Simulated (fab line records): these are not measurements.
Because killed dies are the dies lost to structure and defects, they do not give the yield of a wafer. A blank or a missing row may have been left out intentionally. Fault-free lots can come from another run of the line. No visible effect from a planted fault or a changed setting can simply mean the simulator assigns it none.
A single fault, viewed from 2 desks :: flow sky130 :: what lay behind the numbers comes last; until then each desk has only its own

== THE METROLOGY DESK ==
Means of the sampled wafers that have a number, per lot and without regard to the tool the lot ran on: this is what the gauges read. If a lot's mean is further than 4 standard deviations from the usual mean, the lot is out of limits and carries the mark OUT (the distance appears in the brackets).
Columns: A = GATE_OXIDE_OXIDATION_00_THK at SKY_GATE_OXIDE_THK_MEAS_02, usual 10.32 nm
lot: L191
first seen here: day 12 22:02
A: 10.23

lot: L192
first seen here: day 13 12:29
A: 10.35

lot: L193
first seen here: day 14 02:35
A: 10.35

lot: L194
first seen here: day 14 02:37
A: 10.06

lot: L195
first seen here: day 14 13:41
A: 10.41

lot: L196
first seen here: day 14 19:11
A: 10.48

lot: L202
first seen here: day 16 18:25
A: 9.15 (-6.2) OUT

lot: L203
first seen here: day 17 04:00
A: 9.31 (-5.3) OUT

lot: L204
first seen here: day 17 04:00
A: 9.20 (-5.9) OUT

lot: L207
first seen here: day 18 12:09
A: 10.30

lot: L211
first seen here: day 20 03:34
A: 10.33

lot: L212
first seen here: day 20 03:34
A: 10.10

lot: L213
first seen here: day 20 13:09
A: 10.40

lot: L214
first seen here: day 20 20:47
A: 10.31
Per this desk, out of limits: L202, L203, L204; the first was L202, day 16 18:25 (GATE_OXIDE_OXIDATION_00_THK at SKY_GATE_OXIDE_THK_MEAS_02). L191, L192, L193, L194, L195, L196, L207, L211, L212, L213, L214: within limits.

== THE TOOL OWNER'S DESK: furnace-01 ==
The tool's own readings at SKY_GATE_OXIDE_OXIDATION_01 (stabilise 600 s, purge 300 s, target thk 10.268 nm): means of the sampled wafers that have a number, for each lot that ran on this tool. If a lot's mean is further than 4 standard deviations from the usual mean, the lot is out of limits and carries the mark OUT (the distance appears in the brackets).
Columns: A = spike tc centre C at SKY_GATE_OXIDE_OXIDATION_01, usual 900.1 C; B = tube_center_temp_C_max at SKY_GATE_OXIDE_OXIDATION_01, usual 902.4; C = zone power bottom pct at SKY_GATE_OXIDE_OXIDATION_01, usual 27.8 %; D = zone power lower pct at SKY_GATE_OXIDE_OXIDATION_01, usual 19.7 %
lot: L191
first seen here: day 12 20:36
A: 899.7
B: 902.5
C: 28.7
D: 20.1

lot: L192
first seen here: day 13 11:05
A: 898.7
B: 902.2
C: 28.7
D: 20.3

lot: L202
first seen here: day 16 16:59
A: 899.7
B: 902.4
C: 28.5
D: 20.4

lot: L203
first seen here: day 17 02:35
A: 899.7
B: 902.6
C: 28.4
D: 20.0

lot: L204
first seen here: day 17 02:35
A: 898.7
B: 902.0
C: 28.6
D: 20.3

lot: L214
first seen here: day 20 19:21
A: 900.0
B: 902.2
C: 28.5
D: 20.3
This desk's finding: nothing out of limits on any of the 6 lots.

== ALL TOGETHER ==
Metrology desk: alarm possible at day 16 18:25 on L202, L203, L204.
The desk of the tool owner found nothing out of limits.
On record at the tool owner's desk: L202, L203, L204, within its limits.
Every lot named ran SKY_GATE_OXIDE_OXIDATION_01 on furnace-01.

== WHAT THE SIMULATOR HAD INSERTED ==
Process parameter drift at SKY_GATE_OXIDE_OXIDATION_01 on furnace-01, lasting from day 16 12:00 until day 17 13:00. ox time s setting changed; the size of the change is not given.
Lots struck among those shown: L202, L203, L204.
Delay in hours, fault start to first out-of-limits reading, per desk: metrology desk 6.
